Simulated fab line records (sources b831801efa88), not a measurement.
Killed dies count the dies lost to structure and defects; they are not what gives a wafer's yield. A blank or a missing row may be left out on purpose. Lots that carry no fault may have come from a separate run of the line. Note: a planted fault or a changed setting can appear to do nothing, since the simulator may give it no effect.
fab line records	flow sky130
record lots=12	wafers=36	lastDay=50
route steps=708 shown CAPM@551 METAL3@565 METAL5@680 PASSIVATION@684 PAD_OPEN@708
lots that met no fault: from a run of the same line without faults
startH: the number of hours between the record's first day and the start of the first shown wafer of the lot	waitH: hours since the lot's step before	" unchanged from the row above	L1.1+2: a single row standing in for several wafers	- either no value or no given start	* or withheld: withheld	< > ~ a bound
route shown NAME@n: NAME is a module with steps in the file, n the number in the route of the first one	usual: mean and standard deviation over wafers with no fault	same: alike in all rows	chamber/n: place in a boat	sites: each site's reading	_std_site: standard deviation of those values	_edge_site: inner sites' mean taken away from outer sites' mean	radiusMm: for every site, how far away it sits from the centre of the wafer	mask NAME#n: copy n	behind: tool/chamber where the wafer was last shaped	hold: cause of the lot's hold/its duration in hours/its outcome	device: names the non-switching transistor (n, p or np)	end of line: the same wafers' tests at the end of the route	a step with no rows: only its recipe	killed: the dies lost at the first sort to structure and to defects; this is not the yield of the wafer	map: a wafer's dies, marking killed ones x, the rest . and places with no die _
set.NAME: the setting the step ran with; set.NAME@STEP: the setting that earlier step ran with	model.NAME: the simulator's own value behind a step, which no gauge read
steps of the route over a sample of lots; a table a step, a row a wafer
services: the hour from which a tool's chamber was out of use, counted from the record's first day as startH (under 0 if before that day), plus the number of hours and why
## steps
# step SKY_CAPM_STRIP_14
# recipe chemistry=O2/N2	powerW=1400	pressureMtorr=1500	platenTempC=withheld	o2FlowSccm=3000	n2FlowSccm=300	overashFraction=0.5
# usual drypumpMotorCurrentA=5.4/0.35	oesProductAu=0.711/0.0042	stripTimeToEndpointS=12.65/0.051
# same overashFraction=0.5
lot.wafer	tool	chamber	startH	waitH	drypumpMotorCurrentA	oesProductAu	rfHoursCounterH	stripTimeToEndpointS
L997.1	plasmaAsher-01	0	875.56	0.1	5.5	0.706	77	12.63
L997.3	"	1	"	"	5.5	0.712	-	12.62
L997.5	"	0	"	"	5.4	0.711	-	12.64
L998.2	plasmaAsher-01	0	881.81	0.1	5.5	0.717	77	12.66
L998.3	"	0	"	"	5.5	0.712	-	12.64
L998.5	"	0	"	"	5.4	0.715	-	12.68
L101.1	plasmaAsher-02	1	902.86	0.1	4.7	0.706	16	12.60
L101.3	"	1	"	"	4.7	0.714	-	12.61
L101.5	"	0	"	"	5.8	0.716	-	12.61
L104.2	plasmaAsher-04	1	948.71	0.1	5.0	0.710	110	12.72
L104.4	"	0	"	"	5.6	0.702	-	12.70
L104.5	"	1	"	"	5.1	0.714	-	12.64
L105.2	plasmaAsher-01	1	950.41	0.1	5.5	0.712	84	12.63
L105.5	"	0	"	"	5.5	0.704	-	12.62
L105.6	"	1	"	"	5.5	0.713	-	12.62
L107.3	plasmaAsher-01	1	950.89	0.1	5.5	0.709	-	12.64
L107.5	"	0	"	"	5.5	0.718	-	12.68
L107.6	"	1	"	"	5.5	0.714	-	12.60
L108.1	plasmaAsher-04	1	957.86	0.1	5.1	0.711	111	12.65
L108.5	"	0	"	"	5.6	0.713	-	12.62
L108.6	"	1	"	"	5.0	0.716	-	12.62
L111.4	plasmaAsher-04	0	976.84	0.1	5.6	0.710	-	12.59
L111.5	"	0	"	"	5.6	0.702	-	12.56
L111.6	"	1	"	"	5.0	0.711	-	12.55
L110.1	plasmaAsher-02	0	980.31	0.1	5.9	0.712	23	12.66
L110.3	"	1	"	"	4.7	0.703	-	12.66
L110.5	"	0	"	"	5.8	0.708	-	12.66
L116.2	plasmaAsher-02	1	1006.06	0.1	4.7	0.712	26	12.65
L116.5	"	1	"	"	4.7	0.709	-	12.67
L116.6	"	0	"	"	5.9	0.715	-	12.64
L118.1	plasmaAsher-01	1	1022.96	0.1	5.5	0.711	92	12.62
L118.4	"	0	"	"	5.5	0.712	-	12.53
L118.6	"	1	"	"	5.5	0.706	-	12.62
L119.2	plasmaAsher-04	0	1029.26	0.1	5.6	0.712	118	12.57
L119.3	"	0	"	"	5.7	0.715	-	12.57
L119.6	"	0	"	"	5.7	0.714	-	12.59
# step SKY_METAL3_DESCUM_15
# recipe chemistry=O2	sourcePowerW=150	biasPowerW=0	pressureMtorr=10	tempC=40	timeS=8
# usual drypumpMotorCurrentA=5.6/0.35	oesProductAu=1.000/0.0076
# same biasPowerW=0
lot.wafer	tool	chamber	startH	waitH	drypumpMotorCurrentA	oesProductAu	rfHoursCounterH
L997.1	rieMetal-02	0	901.57	0.0	6.0	0.997	6
L997.3	"	0	"	"	6.0	1.003	-
L997.5	"	0	"	"	6.0	1.010	-
L998.2	rieMetal-03	0	907.65	0.0	5.5	1.000	4
L998.3	"	0	"	"	5.5	0.994	-
L998.5	"	1	"	"	5.3	0.997	-
L101.1	rieMetal-03	1	926.97	0.0	5.3	1.005	1
L101.3	"	0	"	"	5.5	0.991	-
L101.5	"	1	"	"	5.2	1.009	-
L104.2	rieMetal-01	0	973.40	0.0	5.7	0.977	12
L104.4	"	0	"	"	5.7	1.000	-
L104.5	"	0	"	"	5.7	0.985	-
L105.2	rieMetal-03	1	975.62	0.0	5.2	1.002	4
L105.5	"	0	"	"	5.5	1.003	-
L105.6	"	1	"	"	5.2	1.005	-
L107.3	rieMetal-02	0	975.98	0.0	6.0	1.007	-
L107.5	"	1	"	"	5.1	0.991	-
L107.6	"	0	"	"	6.0	1.005	-
L108.1	rieMetal-02	0	982.22	0.0	6.0	1.002	11
L108.5	"	0	"	"	6.0	1.010	-
L108.6	"	1	"	"	5.1	1.006	-
L111.4	rieMetal-03	0	1001.16	0.0	5.5	0.999	-
L111.5	"	1	"	"	5.3	1.009	-
L111.6	"	0	"	"	5.5	0.992	-
L110.1	rieMetal-03	0	1005.15	0.0	5.5	0.994	9
L110.3	"	0	"	"	5.5	0.995	-
L110.5	"	0	"	"	5.5	0.994	-
L116.2	rieMetal-03	0	1029.00	0.0	5.5	0.995	11
L116.5	"	0	"	"	5.5	0.986	-
L116.6	"	1	"	"	5.2	1.002	-
L118.1	rieMetal-02	0	1046.15	0.0	5.9	1.016	14
L118.4	"	1	"	"	5.1	0.993	-
L118.6	"	0	"	"	5.9	1.009	-
L119.2	rieMetal-02	1	1052.40	0.0	5.0	0.994	6
L119.3	"	0	"	"	6.0	1.001	-
L119.6	"	0	"	"	6.0	1.002	-
# step SKY_METAL5_CLEAN_19
# recipe chemistry=O3/DIW	dry=n2Spin
lot.wafer	tool	chamber	startH	waitH
L997.1+3+5	wetBench-02	1	1030.79	0.0
L998.2+3+5	wetBench-02	1	1033.94	0.0
L101.1+3+5	wetBench-02	3	1055.62	0.0
L104.2+4+5	wetBench-03	1	1093.67	0.0
L105.2+5+6	wetBench-02	1	1095.38	0.0
L107.3+5+6	wetBench-02	0	1096.57	0.0
L108.1+5+6	wetBench-01	0	1101.36	0.0
L111.4+5+6	wetBench-02	2	1116.87	0.0
L110.1+3+5	wetBench-02	0	1120.68	0.0
L116.2+5+6	wetBench-02	1	1141.14	0.0
L118.1+4+6	wetBench-02	1	1155.17	0.0
L119.2+3+6	wetBench-02	1	1161.24	0.0
# step SKY_PASSIVATION_THK_MEAS_03
# recipe reads=Si3N4_of_PASSIVATION_CVD_02
# usual PASSIVATION_CVD_02_THK=540/6.6
lot.wafer	tool	chamber	startH	waitH	PASSIVATION_CVD_02_THK[nm]
L997.1	filmMetro-02	-	1031.19	-	542
L997.3	"	-	"	"	540
L997.5	"	-	"	"	543
L998.2	filmMetro-01	-	1034.35	-	534
L998.3	"	-	"	"	537
L998.5	"	-	"	"	547
L101.1	filmMetro-02	-	1056.01	-	528
L101.3	"	-	"	"	527
L101.5	"	-	"	"	537
L104.2	filmMetro-02	-	1094.09	-	538
L104.4	"	-	"	"	546
L104.5	"	-	"	"	548
L105.2	filmMetro-01	-	1095.81	-	539
L105.5	"	-	"	"	548
L105.6	"	-	"	"	545
L107.3	filmMetro-01	-	1097.00	-	533
L107.5	"	-	"	"	545
L107.6	"	-	"	"	539
L108.1	filmMetro-03	-	1101.76	-	545
L108.5	"	-	"	"	552
L108.6	"	-	"	"	547
L111.4	filmMetro-02	-	1117.30	-	546
L111.5	"	-	"	"	546
L111.6	"	-	"	"	546
L110.1	filmMetro-01	-	1121.08	-	537
L110.3	"	-	"	"	533
L110.5	"	-	"	"	545
L116.2	filmMetro-02	-	1141.56	-	540
L116.5	"	-	"	"	541
L116.6	"	-	"	"	547
L118.1	filmMetro-01	-	1155.58	-	530
L118.4	"	-	"	"	538
L118.6	"	-	"	"	544
L119.2	filmMetro-02	-	1161.66	-	525
L119.3	"	-	"	"	527
L119.6	"	-	"	"	540
# step SKY_PAD_OPEN_PROBE_99
# usual defectLimitedYield=82.2/1.8	killed_at_M0_to_M3=44/7.1	killed_at_M4_up=3.1/1.9	killedAtContacts=25/5.8	killedAtFrontEnd=16/4.5	killedAtOther=0.3/0.52	killedDies=88/9.1	killedOnRim=17/4	killedOpen=48/6.8	killedShort=39/5.8	sort_bin_3_pad_short=0.9/0.4	sort_bin_5_function=10.6/1.4	sort_bin_6_memory=6.3/1.1	sortNPass=404/9.1	sortYieldPct=82.2/1.8
# same grossDies=492	killedAtBackSide=0	sort_bin_4_leakage[%]=0	sort_bin_8_speed[%]=0
lot.wafer	tool	chamber	startH	waitH	hold	defectLimitedYield[%]	killed_at_M0_to_M3	killed_at_M4_up	killedAtContacts	killedAtFrontEnd	killedAtOther	killedDies	killedOnRim	killedOpen	killedShort	sort_bin_3_pad_short[%]	sort_bin_5_function[%]	sort_bin_6_memory[%]	sortNPass	sortYieldPct[%]
L997.1	prober-01	-	1077.41	0.1	-	83.9	39	5	20	15	0	79	8	40	37	1.0	9.3	5.7	413	83.9
L997.3	prober-01	-	1077.51	0.2	-	84.1	47	0	17	14	0	78	24	43	35	0.8	7.9	7.1	414	84.1
L997.5	prober-01	-	1077.61	0.2	-	84.8	39	2	17	17	0	75	12	43	31	0.6	9.8	4.9	417	84.8
L998.2	prober-02	-	1080.11	0.1	-	80.3	40	3	31	23	0	97	19	60	36	1.4	10.6	7.7	395	80.3
L998.3	prober-02	-	1080.16	0.2	-	82.9	44	6	20	13	1	84	9	51	33	1.0	9.3	6.7	408	82.9
L998.5	prober-02	-	1080.26	0.2	-	82.3	44	3	21	19	0	87	15	45	42	1.6	7.9	8.1	405	82.3
L101.1	prober-01	-	1101.21	0.1	-	81.7	42	1	30	17	0	90	17	59	31	0.4	11.2	6.7	402	81.7
L101.3	prober-01	-	1101.31	0.2	-	86.0	41	2	8	18	0	69	10	35	34	1.2	8.5	4.3	423	86.0
L101.5	prober-01	-	1101.41	0.2	-	81.9	34	5	25	24	1	89	16	54	35	0.4	9.3	8.3	403	81.9
L104.2	prober-02	-	1135.57	0.1	-	82.1	38	6	24	19	1	88	18	51	36	0.6	12.4	4.9	404	82.1
L104.4	prober-02	-	1135.67	0.2	-	77.8	50	4	37	17	1	109	22	66	42	1.4	12.8	7.9	383	77.8
L104.5	prober-02	-	1135.72	0.2	-	81.1	48	5	28	11	1	93	20	48	44	0.6	12.2	6.1	399	81.1
L105.2	prober-02	-	1138.05	0.1	-	83.5	45	5	20	11	0	81	18	45	35	1.0	10.8	4.7	411	83.5
L105.5	prober-02	-	1138.20	0.2	-	81.7	41	3	28	17	1	90	19	42	48	1.0	10.2	7.1	402	81.7
L105.6	prober-02	-	1138.25	0.2	-	78.7	56	5	24	19	1	105	22	64	41	1.4	12.8	7.1	387	78.7
L107.3	prober-01	-	1139.40	0.2	-	81.7	47	0	25	18	0	90	21	50	40	0.4	11.6	6.3	402	81.7
L107.5	prober-01	-	1139.50	0.2	-	84.6	40	1	20	15	0	76	18	41	35	0.8	10.4	4.3	416	84.6
L107.6	prober-01	-	1139.55	0.2	-	84.1	37	2	27	12	0	78	12	47	31	0.8	10.6	4.5	414	84.1
L108.1	prober-02	-	1143.34	0.1	-	83.9	38	4	25	11	1	79	14	44	35	0.6	8.9	6.5	413	83.9
L108.5	prober-02	-	1143.54	0.2	-	80.1	44	4	29	21	0	98	15	60	38	1.0	12.8	6.1	394	80.1
L108.6	prober-02	-	1143.59	0.2	-	80.7	44	1	30	20	0	95	21	53	40	1.2	11.6	6.5	397	80.7
L111.4	prober-02	-	1157.81	0.2	-	82.1	37	2	36	12	1	88	19	48	39	0.6	11.4	5.9	404	82.1
L111.5	prober-02	-	1157.86	0.2	-	84.6	39	3	22	12	0	76	8	43	33	0.6	10.2	4.7	416	84.6
L111.6	prober-02	-	1157.91	0.2	-	81.7	51	2	17	20	0	90	17	43	47	1.0	10.8	6.5	402	81.7
L110.1	prober-01	-	1161.12	0.1	-	83.7	45	4	23	8	0	80	12	44	36	1.2	8.5	6.5	412	83.7
L110.3	prober-01	-	1161.22	0.2	-	81.3	49	7	20	16	0	92	22	50	41	1.4	11.6	5.7	400	81.3
L110.5	prober-01	-	1161.32	0.2	-	81.7	47	3	26	14	0	90	21	48	42	0.6	10.0	7.7	402	81.7
L116.2	prober-02	-	1178.21	0.1	awaitDispo/2.7h/release	74.6	38	52	28	7	0	125	25	45	32	3.5	17.9	4.1	367	74.6
L116.5	prober-02	-	1178.36	0.2	awaitDispo/2.7h/release	78.0	30	49	15	14	0	108	22	33	30	3.3	11.8	6.9	384	78.0
L116.6	prober-02	-	1178.41	0.2	awaitDispo/2.7h/release	73.0	45	49	26	13	0	133	27	47	40	2.4	18.1	6.5	359	73.0
L118.1	prober-02	-	1191.61	0.1	awaitDispo/1.9h/release	71.1	46	51	26	19	0	142	33	54	39	3.7	18.3	6.9	350	71.1
L118.4	prober-02	-	1191.76	0.2	awaitDispo/1.9h/release	72.4	47	54	21	14	0	136	27	53	38	4.1	16.1	7.5	356	72.4
L118.6	prober-02	-	1191.86	0.2	awaitDispo/1.9h/release	72.0	45	47	35	11	0	138	32	56	35	3.3	16.9	7.9	354	72.0
L119.2	prober-01	-	1196.07	0.1	awaitDispo/3.0h/release	73.8	42	48	25	14	0	129	27	52	30	3.0	16.3	6.9	363	73.8
L119.3	prober-01	-	1196.12	0.2	awaitDispo/3.0h/release	73.8	43	50	20	16	0	129	29	38	44	4.3	16.1	5.9	363	73.8
L119.6	prober-01	-	1196.27	0.2	awaitDispo/3.0h/release	73.4	47	47	21	16	0	131	22	50	39	3.9	15.2	7.5	361	73.4
# killed by level:class
L997.1 LI_CONTACT:geometricParticle:open=7 VIA2:geometricParticle:open=7 METAL2:geometricParticle:short=7 FIELD_ISO:geometricParticle:short=6 CONTACT:geometricParticle:open=6 VIA3:geometricParticle:open=6 VIA1:geometricParticle:short=4 SPACER:geometricParticle:open=3
L997.3 CONTACT:geometricParticle:open=9 VIA1:geometricParticle:open=8 VIA2:geometricParticle:open=8 METAL1:geometricParticle:short=7 VIA3:geometricParticle:open=7 FIELD_ISO:geometricParticle:open=5 FIELD_ISO:geometricParticle:short=5 METAL2:geometricParticle:short=5
L997.5 FIELD_ISO:geometricParticle:open=8 METAL2:geometricParticle:short=8 VIA1:geometricParticle:open=7 CONTACT:geometricParticle:open=7 VIA3:geometricParticle:open=6 VIA2:geometricParticle:open=5 LI_CONTACT:geometricParticle:open=4 METAL1:geometricParticle:short=4
L998.2 CONTACT:geometricParticle:open=16 VIA1:geometricParticle:open=11 VIA3:geometricParticle:open=8 LI_CONTACT:geometricParticle:open=7 FIELD_ISO:geometricParticle:open=6 FIELD_ISO:geometricParticle:short=6 LOCAL_INTERCONNECT:geometricParticle:short=6 METAL1:geometricParticle:short=5
L998.3 VIA1:geometricParticle:open=14 VIA3:geometricParticle:open=9 CONTACT:geometricParticle:open=8 METAL1:geometricParticle:short=6 LI_CONTACT:geometricParticle:open=5 METAL4:geometricParticle:short=5 FIELD_ISO:geometricParticle:open=4 METAL2:geometricParticle:short=4
L998.5 VIA3:geometricParticle:open=12 VIA1:geometricParticle:open=8 POLY_GATE:geometricParticle:short=7 CONTACT:geometricParticle:open=6 METAL2:geometricParticle:short=6 FIELD_ISO:geometricParticle:open=4 LI_CONTACT:geometricParticle:short=4 CONTACT:geometricParticle:short=4
L101.1 LI_CONTACT:geometricParticle:open=11 CONTACT:geometricParticle:open=9 VIA1:geometricParticle:open=9 VIA2:geometricParticle:open=8 VIA3:geometricParticle:open=7 FIELD_ISO:geometricParticle:open=6 METAL1:geometricParticle:short=6 LOCAL_INTERCONNECT:geometricParticle:short=5
L101.3 VIA1:geometricParticle:open=9 FIELD_ISO:geometricParticle:short=7 VIA1:geometricParticle:short=7 VIA2:geometricParticle:open=7 FIELD_ISO:geometricParticle:open=5 VIA3:geometricParticle:open=5 METAL2:geometricParticle:short=3 POLY_GATE:geometricParticle:short=3
L101.5 CONTACT:geometricParticle:open=10 POLY_GATE:geometricParticle:open=8 VIA1:geometricParticle:open=7 FIELD_ISO:geometricParticle:open=6 VIA3:geometricParticle:open=6 CONTACT:geometricParticle:short=6 METAL4:geometricParticle:short=5 FIELD_ISO:geometricParticle:short=4
L104.2 LI_CONTACT:geometricParticle:open=8 CONTACT:geometricParticle:open=8 VIA1:geometricParticle:open=8 VIA3:geometricParticle:open=6 CONTACT:geometricParticle:short=5 METAL2:geometricParticle:open=5 FIELD_ISO:geometricParticle:short=4 FIELD_ISO:geometricParticle:open=4
L104.4 VIA1:geometricParticle:open=14 CONTACT:geometricParticle:open=12 LI_CONTACT:geometricParticle:open=10 VIA3:geometricParticle:open=9 METAL1:geometricParticle:short=7 POLY_GATE:geometricParticle:open=6 CONTACT:geometricParticle:short=5 METAL2:geometricParticle:short=5
L104.5 VIA1:geometricParticle:open=15 LOCAL_INTERCONNECT:geometricParticle:short=9 VIA3:geometricParticle:open=8 CONTACT:geometricParticle:open=7 METAL1:geometricParticle:short=6 FIELD_ISO:geometricParticle:short=4 CONTACT:geometricParticle:short=4 VIA1:geometricParticle:short=4
L105.2 VIA1:geometricParticle:open=13 LI_CONTACT:geometricParticle:open=6 CONTACT:geometricParticle:open=6 VIA2:geometricParticle:open=6 VIA1:geometricParticle:short=5 METAL3:geometricParticle:short=5 METAL4:geometricParticle:short=5 LOCAL_INTERCONNECT:geometricParticle:short=4
L105.5 CONTACT:geometricParticle:open=10 VIA1:geometricParticle:open=7 LI_CONTACT:geometricParticle:open=6 VIA1:geometricParticle:short=6 POLY_GATE:geometricParticle:short=5 METAL1:geometricParticle:short=5 METAL2:geometricParticle:short=5 VIA2:geometricParticle:open=5
L105.6 VIA1:geometricParticle:open=28 CONTACT:geometricParticle:open=11 POLY_GATE:geometricParticle:short=7 LI_CONTACT:geometricParticle:open=6 METAL2:geometricParticle:short=5 METAL4:geometricParticle:short=5 POLY_GATE:geometricParticle:open=4 VIA1:geometricParticle:short=4
L107.3 LI_CONTACT:geometricParticle:open=10 VIA1:geometricParticle:open=10 VIA2:geometricParticle:open=8 METAL2:geometricParticle:short=8 CONTACT:geometricParticle:open=8 FIELD_ISO:geometricParticle:short=6 CONTACT:geometricParticle:short=5 VIA1:geometricParticle:short=5
L107.5 VIA3:geometricParticle:open=9 METAL2:geometricParticle:short=7 POLY_GATE:geometricParticle:short=6 CONTACT:geometricParticle:open=6 VIA1:geometricParticle:open=6 LI_CONTACT:geometricParticle:open=5 METAL1:geometricParticle:short=4 CONTACT:geometricParticle:short=4
L107.6 VIA1:geometricParticle:open=9 LOCAL_INTERCONNECT:geometricParticle:short=8 CONTACT:geometricParticle:open=8 VIA3:geometricParticle:open=8 LI_CONTACT:geometricParticle:open=6 POLY_GATE:geometricParticle:open=5 VIA2:geometricParticle:open=5 CONTACT:geometricParticle:short=4
L108.1 CONTACT:geometricParticle:open=11 VIA2:geometricParticle:open=10 VIA1:geometricParticle:open=9 LOCAL_INTERCONNECT:geometricParticle:short=5 METAL1:geometricParticle:short=5 POLY_GATE:geometricParticle:short=4 LI_CONTACT:geometricParticle:open=4 FIELD_ISO:geometricParticle:open=3
L108.5 CONTACT:geometricParticle:open=14 VIA1:geometricParticle:open=10 VIA2:geometricParticle:open=8 POLY_GATE:geometricParticle:short=7 LI_CONTACT:geometricParticle:open=7 VIA3:geometricParticle:open=7 VIA1:geometricParticle:short=7 FIELD_ISO:geometricParticle:open=4
L108.6 VIA1:geometricParticle:open=11 CONTACT:geometricParticle:open=10 LI_CONTACT:geometricParticle:open=7 LOCAL_INTERCONNECT:geometricParticle:short=7 FIELD_ISO:geometricParticle:open=6 VIA3:geometricParticle:open=6 CONTACT:geometricParticle:short=6 FIELD_ISO:geometricParticle:short=5
L111.4 VIA1:geometricParticle:open=14 CONTACT:geometricParticle:open=13 CONTACT:geometricParticle:short=9 LI_CONTACT:geometricParticle:open=6 LOCAL_INTERCONNECT:geometricParticle:short=5 VIA1:geometricParticle:short=5 FIELD_ISO:geometricParticle:short=4 VIA3:geometricParticle:short=4
L111.5 VIA1:geometricParticle:open=14 CONTACT:geometricParticle:open=7 LI_CONTACT:geometricParticle:open=6 VIA3:geometricParticle:open=6 METAL2:geometricParticle:short=4 CONTACT:geometricParticle:short=4 LOCAL_INTERCONNECT:geometricParticle:short=4 VIA2:geometricParticle:open=4
L111.6 VIA1:geometricParticle:open=13 METAL2:geometricParticle:short=10 POLY_GATE:geometricParticle:short=6 VIA1:geometricParticle:short=6 VIA3:geometricParticle:open=6 CONTACT:geometricParticle:open=5 LOCAL_INTERCONNECT:geometricParticle:short=4 FIELD_ISO:geometricParticle:short=3
L110.1 VIA1:geometricParticle:open=13 LI_CONTACT:geometricParticle:open=7 CONTACT:geometricParticle:open=7 VIA1:geometricParticle:short=7 METAL3:geometricParticle:short=7 VIA3:geometricParticle:open=4 POLY_GATE:geometricParticle:open=3 LI_CONTACT:geometricParticle:short=3
L110.3 VIA1:geometricParticle:open=9 LI_CONTACT:geometricParticle:open=8 VIA3:geometricParticle:open=8 FIELD_ISO:geometricParticle:short=6 CONTACT:geometricParticle:open=6 METAL4:geometricParticle:short=6 METAL2:geometricParticle:short=6 VIA2:geometricParticle:open=6
L110.5 VIA3:geometricParticle:open=12 LI_CONTACT:geometricParticle:open=9 VIA2:geometricParticle:open=8 FIELD_ISO:geometricParticle:short=6 CONTACT:geometricParticle:short=6 VIA1:geometricParticle:open=6 METAL2:geometricParticle:short=6 LOCAL_INTERCONNECT:geometricParticle:short=5
L116.2 METAL5:unspecified=48 LI_CONTACT:geometricParticle:open=12 VIA1:geometricParticle:open=7 METAL2:geometricParticle:short=7 VIA2:geometricParticle:open=7 LI_CONTACT:geometricParticle:short=5 CONTACT:geometricParticle:open=5 METAL1:geometricParticle:short=5
L116.5 METAL5:unspecified=45 METAL1:geometricParticle:short=8 LI_CONTACT:geometricParticle:open=7 VIA2:geometricParticle:open=6 VIA1:geometricParticle:open=5 FIELD_ISO:geometricParticle:open=4 POLY_GATE:geometricParticle:short=4 VIA1:geometricParticle:short=4
L116.6 METAL5:unspecified=46 LI_CONTACT:geometricParticle:open=12 CONTACT:geometricParticle:open=8 VIA3:geometricParticle:open=8 VIA2:geometricParticle:open=7 METAL1:geometricParticle:short=5 METAL2:geometricParticle:short=5 VIA2:geometricParticle:short=5
L118.1 METAL5:unspecified=49 CONTACT:geometricParticle:open=10 VIA1:geometricParticle:open=10 VIA3:geometricParticle:open=10 METAL1:geometricParticle:short=6 FIELD_ISO:geometricParticle:open=5 POLY_GATE:geometricParticle:short=5 CONTACT:geometricParticle:short=5
L118.4 METAL5:unspecified=44 LI_CONTACT:geometricParticle:open=9 VIA2:geometricParticle:open=9 VIA1:geometricParticle:open=9 METAL4:geometricParticle:short=8 METAL1:geometricParticle:short=6 METAL2:geometricParticle:short=6 VIA3:geometricParticle:open=6
L118.6 METAL5:unspecified=47 CONTACT:geometricParticle:open=15 VIA1:geometricParticle:open=15 CONTACT:geometricParticle:short=8 METAL1:geometricParticle:short=6 LI_CONTACT:geometricParticle:open=5 VIA2:geometricParticle:open=5 POLY_GATE:geometricParticle:open=4
L119.2 METAL5:unspecified=47 VIA1:geometricParticle:open=13 CONTACT:geometricParticle:open=9 VIA2:geometricParticle:open=7 VIA3:geometricParticle:open=6 LOCAL_INTERCONNECT:geometricParticle:short=5 LI_CONTACT:geometricParticle:short=4 LI_CONTACT:geometricParticle:open=4
L119.3 METAL5:unspecified=47 VIA1:geometricParticle:open=11 FIELD_ISO:geometricParticle:short=7 VIA2:geometricParticle:open=7 CONTACT:geometricParticle:open=6 METAL1:geometricParticle:short=6 LOCAL_INTERCONNECT:geometricParticle:short=5 METAL2:geometricParticle:short=5
L119.6 METAL5:unspecified=42 VIA1:geometricParticle:open=15 CONTACT:geometricParticle:open=8 LI_CONTACT:geometricParticle:open=7 METAL3:geometricParticle:short=7 FIELD_ISO:geometricParticle:open=5 FIELD_ISO:geometricParticle:short=5 VIA3:geometricParticle:open=5
## services
tool	chamber	startH	hours	kind
rieMetal-03	1	851.76	17.4	repair
rieMetal-01	0	854.35	18.2	repair
rieMetal-03	1	874.67	3.5	repair
rieMetal-03	1	878.19	-	clean
rieMetal-03	1	878.19	25.1	scheduledDown
plasmaAsher-04	-	908.29	2.4	repair
plasmaAsher-02	-	933.29	1.9	repair
wetBench-02	-	936.14	1.9	pm
rieMetal-02	-	940.56	2.8	pm
plasmaAsher-02	-	975.00	0.8	repair
wetBench-01	-	975.62	0.9	repair
rieMetal-03	1	984.37	8.6	repair
plasmaAsher-04	-	989.01	10.1	repair
plasmaAsher-01	-	1015.50	2.8	pm
plasmaAsher-02	-	1020.36	15.6	pm
wetBench-01	-	1030.81	2.3	repair
rieMetal-03	-	1051.94	2.8	pm
plasmaAsher-04	-	1055.25	9.0	pm
plasmaAsher-01	-	1078.17	1.4	repair
wetBench-03	-	1088.01	1.9	pm
wetBench-03	-	1100.36	2.6	repair
plasmaAsher-01	-	1104.63	1.1	repair
plasmaAsher-01	-	1106.20	2.6	repair
plasmaAsher-01	-	1109.19	2.4	repair
## key
firstSign step=SKY_PAD_OPEN_PROBE_99	reading=killed_at_M4_up	direction=up	sigmas=24	usual=3.1	struck=49.7
effect step=SKY_PAD_OPEN_PROBE_99	reading=sort_bin_3_pad_short	direction=up	sigmas=6.4	usual=0.9	struck=3.5
metAt SKY_METAL5_CLEAN_19
struckLots L116,L118,L119
notActingAt SKY_CAPM_STRIP_14,SKY_METAL3_DESCUM_15,SKY_PASSIVATION_THK_MEAS_03
onsetBetween 1120.68 1141.14
alsoFits time
fault kind=chamberParticleSource	tool=wetBench-02	chamber=-	onsetH=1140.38	steps=SKY_METAL5_CLEAN_19	ratePerVisitCm2=1.399	endH=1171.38
